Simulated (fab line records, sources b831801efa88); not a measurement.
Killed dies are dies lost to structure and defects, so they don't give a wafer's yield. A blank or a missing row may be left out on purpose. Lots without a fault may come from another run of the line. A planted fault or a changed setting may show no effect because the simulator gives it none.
One fault seen from 2 desks | flow gf180mcu | each desk has only its own numbers; what lay behind them comes last

THE TOOL OWNER'S DESK: pvd_sputter-04
The tool's own readings at GF_M3_SPUTTER_01 (material TiN, target thk 30 nm, time 25 s): means of the sampled wafers that have a number, for each lot that ran on this tool. A lot is out of limits, marked OUT, if its mean lies more than 4 standard deviations from the usual mean; the brackets give that distance.
Columns: A = chamber_pressure_pa at GF_M3_SPUTTER_01, usual 0.4000 Pa; B = throttle_valve_pct at GF_M3_SPUTTER_01, usual 29.3 %
lot  | first seen here | A                        | B
L607 | day 19 22:25    | 0.4002                   | 28.2
L608 | day 20 13:42    | 0.4008                   | 28.2
L609 | day 20 16:56    | 0.3008 (-99 or more) OUT | 38.8 (+8.6) OUT
L613 | day 22 08:02    | 0.3005 (-99 or more) OUT | 38.1 (+8.0) OUT
L623 | day 26 11:17    | 0.3998                   | 29.2
L624 | day 26 22:12    | 0.3995                   | 30.2
L626 | day 27 06:06    | 0.4006                   | 28.1
L628 | day 27 13:11    | 0.4014                   | 28.4
L630 | day 28 05:09    | 0.3995                   | 30.3
This desk's finding: out of limits on L609, L613; first on L609, day 20 16:56 (chamber_pressure_pa at GF_M3_SPUTTER_01). In limits: L607, L608, L623, L624, L626, L628, L630.

THE METROLOGY DESK
What the gauges read, lot by lot, whatever tool the lot ran on: means of the sampled wafers that have a number. A lot is out of limits, marked OUT, if its mean lies more than 4 standard deviations from the usual mean; the brackets give that distance.
Columns: A = V2_OVL at GF_V2_OVL_MEAS_15, usual 0 nm; B = M3_ALCU_RS at GF_M3_RS_MEAS_05, usual 0.0695 ohm/sq
lot  | first seen here | A  | B
L607 | day 19 20:55    | -3 | 0.0689
L608 | day 20 12:11    | 4  | 0.0676
L609 | day 20 15:26    | 5  | 0.0700
L611 | day 21 14:48    | -4 | 0.0690
L613 | day 22 06:33    | 3  | 0.0688
L619 | day 24 11:36    | -4 | 0.0686
L620 | day 25 01:53    | 1  | 0.0704
L622 | day 25 19:44    | -3 | 0.0690
L623 | day 26 09:41    | 0  | 0.0701
L624 | day 26 20:43    | -2 | 0.0696
L626 | day 27 04:37    | 4  | 0.0691
L628 | day 27 11:32    | -1 | 0.0695
L630 | day 28 03:40    | 4  | 0.0698
This desk's finding: nothing out of limits on any of the 13 lots.

PUT TOGETHER
The tool owner's desk could have raised an alarm at day 20 16:56, on L609, L613.
The metrology desk saw nothing out of limits.
The metrology desk has L609, L613 on record, within its limits.
Of the lots named, all ran GF_M3_SPUTTER_01 on pvd_sputter-04.

WHAT THE SIMULATOR HAD PUT IN
Process parameter drift: pvd_sputter-04, from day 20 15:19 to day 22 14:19, at GF_M3_SPUTTER_01. Setting chamber_pressure_pa, moved by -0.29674, from 0.4. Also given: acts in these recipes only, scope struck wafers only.
Lots struck among those shown: L609, L613.
Hours from the fault's start to each desk's first reading out of limits: the tool owner's desk, 2.
